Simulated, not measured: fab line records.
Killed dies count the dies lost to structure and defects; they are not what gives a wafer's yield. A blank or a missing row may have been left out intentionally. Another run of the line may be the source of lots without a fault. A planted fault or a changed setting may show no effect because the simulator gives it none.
Comparing a struck lot with a sound one || flow sfq_line || 14 out of 325 route steps
Sound: the wafers L888.2, L888.5, L888.6. Struck: wafer L897.2 (L897.1, L897.6, from the same lot, were not struck and are left out); the cause is given at the end.
For every step that has rows: the tool of each side, followed by ch and its chambers, followed by its first start. Under that, the readings that differ: sound wafers || struck wafers || difference of the means || sigmas: that difference in standard deviations of wafers without a fault.
alike: a reading whose means differ by less than 2 such deviations, as well as words and numbers matching on both sides. not compared: withheld readings; readings where some wafer has no value; bounds like >300 that might hide an equal value; numbers whose values overlap and for which the record gives no deviation.
The two part at a step that has a row with sigmas, a row that says differs or no value, or rows on one side only. Numbers that have no deviation but don't overlap get no sigmas and don't part them. A reading that every wafer of one side lacks parts them only if that side has two wafers or more.

first, 1 step without rows for these wafers: SFQ_TRILAYER_JJ_ANODIZE_ANODIZE_119.
SFQ_TRILAYER_JJ_CE_STRIP_STRIP_120: strips in O2.
  sound on rie_metal-02 ch 0,1, day 60 18:13; struck on rie_metal-02 ch 1, day 64 03:20
{"reading": "chamber_pressure_mTorr (mTorr)", "sound": "49.97 49.95 50.07", "struck": 50.09, "difference": "+0.09", "sigmas": "+2"}
  alike: drypump_motor_current_A, oes_product_au, platen_temp_c
  not compared: rf_hours_counter_h
then, 7 steps without rows for these wafers: SFQ_TRILAYER_JJ_CE_STRIP_SOLV_CLEAN_121 (cleans in NMP, time 600 s); SFQ_TRILAYER_M5_LITHO_COAT_128 (resist thk 62 nm); SFQ_TRILAYER_M5_LITHO_COAT_123 (resist thk 600 nm); SFQ_TRILAYER_M5_LITHO_SOFTBAKE_127; SFQ_TRILAYER_M5_LITHO_EXPOSE_124 (exposes mask M5, target cd 700 nm); SFQ_TRILAYER_M5_LITHO_PEB_126 (peb time 60 s); SFQ_TRILAYER_M5_LITHO_DEVELOP_125 (time 60 s).
-- the record jumps here: 4 days lie between the struck wafers' starts before and after --
SFQ_M5_OVL_MEAS_932:
  struck on overlay-02, day 68 14:36; sound on overlay-02, day 60 22:17
  alike: M5_OVL
SFQ_TRILAYER_M5_BARC_OPEN_METAL_ETCH_161: etches BARC in O2, target depth 125 nm, time 41.7 s.
  sound on rie_metal-04 ch 0,1, day 60 22:19; struck on rie_metal-03 ch 0, day 68 14:38
  alike: chamber_pressure_mTorr, drypump_motor_current_A, oes_product_au
  not compared: rf_hours_counter_h
SFQ_TRILAYER_M5_ETCH_METAL_ETCH_126: etches Nb in Cl2/BCl3, stops on SiO2, time 203.2 s, target depth 265 nm.
  sound on rie_metal-04 ch 0,1, day 60 22:22; struck on rie_metal-03 ch 0, day 68 14:42
  alike: chamber_pressure_mTorr, drypump_motor_current_A, oes_product_au
  not compared: rf_hours_counter_h
SFQ_TRILAYER_M5_STRIP_STRIP_127: strips in O2.
  sound on rie_metal-04 ch 0,1, day 60 22:34; struck on rie_metal-03 ch 0, day 68 14:53
{"reading": "platen_temp_c (C)", "sound": "40.15 39.93 39.99", "struck": 40.83, "difference": "+0.81", "sigmas": "+7"}
  alike: chamber_pressure_mTorr, drypump_motor_current_A, oes_product_au
  not compared: rf_hours_counter_h
then, 1 step without rows for these wafers: SFQ_TRILAYER_M5_STRIP_SOLV_CLEAN_128 (cleans in NMP, time 600 s).

== WHERE THEY PART ==
Last at SFQ_TRILAYER_M5_STRIP_STRIP_127 as far as this record goes, first at SFQ_TRILAYER_JJ_CE_STRIP_STRIP_120.

WHY: whatever the simulator had introduced
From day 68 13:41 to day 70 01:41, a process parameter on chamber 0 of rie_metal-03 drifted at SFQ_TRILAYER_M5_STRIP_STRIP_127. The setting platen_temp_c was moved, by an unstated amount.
